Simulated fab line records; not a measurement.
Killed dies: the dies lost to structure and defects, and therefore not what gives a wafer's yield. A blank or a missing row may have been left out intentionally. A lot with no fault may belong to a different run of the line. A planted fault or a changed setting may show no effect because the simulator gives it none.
Matching of chambers :: flow gf180mcu :: GF_V4_CMP_26 on cmp-01 has 4 sister chambers
The step polishes, stops on SiO2, t overpolish 15 s, target thk 0 nm. 8 wafers are shown with their chamber, then 6 later ones without.

## WAFERS, EACH WITH ITS CHAMBER
wafer: L754.5
chamber: 1
motor-current-A (A): 8.9
time-to-endpoint-s (s): 87

wafer: L756.1
chamber: 1
motor-current-A (A): 9.7
time-to-endpoint-s (s): 88

wafer: L755.5
chamber: 3
motor-current-A (A): 11.8
time-to-endpoint-s (s): 82

wafer: L757.5
chamber: 0
motor-current-A (A): 12.3
time-to-endpoint-s (s): 79

wafer: L759.2
chamber: 2
motor-current-A (A): 11.2
time-to-endpoint-s (s): 81

wafer: L770.1
chamber: 3
motor-current-A (A): 12.5
time-to-endpoint-s (s): 82

wafer: L770.2
chamber: 0
motor-current-A (A): 12.0
time-to-endpoint-s (s): 85

wafer: L770.3
chamber: 2
motor-current-A (A): 11.3
time-to-endpoint-s (s): 88

## WAFERS WITH NO CHAMBER GIVEN
wafer: L771.2
motor-current-A (A): 9.0
time-to-endpoint-s (s): 92

wafer: L771.3
motor-current-A (A): 11.8
time-to-endpoint-s (s): 82

wafer: L771.6
motor-current-A (A): 9.0
time-to-endpoint-s (s): 89

wafer: L775.2
motor-current-A (A): 8.3
time-to-endpoint-s (s): 89

wafer: L775.3
motor-current-A (A): 11.5
time-to-endpoint-s (s): 80

wafer: L775.6
motor-current-A (A): 11.3
time-to-endpoint-s (s): 81

## CHAMBER TAKEN BY EACH
wafer: L771.2
from the rows above: 1
in truth: 1

wafer: L771.3
from the rows above: can't be placed: 0 or 3 or 2
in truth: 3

wafer: L771.6
from the rows above: 1
in truth: 1

wafer: L775.2
from the rows above: 1
in truth: 1

wafer: L775.3
from the rows above: can't be placed: 2 or 0 or 3
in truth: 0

wafer: L775.6
from the rows above: can't be placed: 2 or 0 or 3
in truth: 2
Correctly placed: 3 of 6. These rows do not allow placing 3 (true chamber among the candidates in 3). Number placed wrongly: 0.
How it was worked out, from the rows above alone: a wafer's distance from a chamber is the root of the sum, over the readings, of the square of ((its reading less the chamber's mean) divided by the reading's scatter). The wafer belongs to the nearest chamber; if the next one is less than 2 further off, it can't be placed. A chamber's mean is the mean of its shown wafers. The scatter: the root of (the sum of the squares of (reading less its chamber's mean) over the shown wafers, divided by (wafers less chambers)).
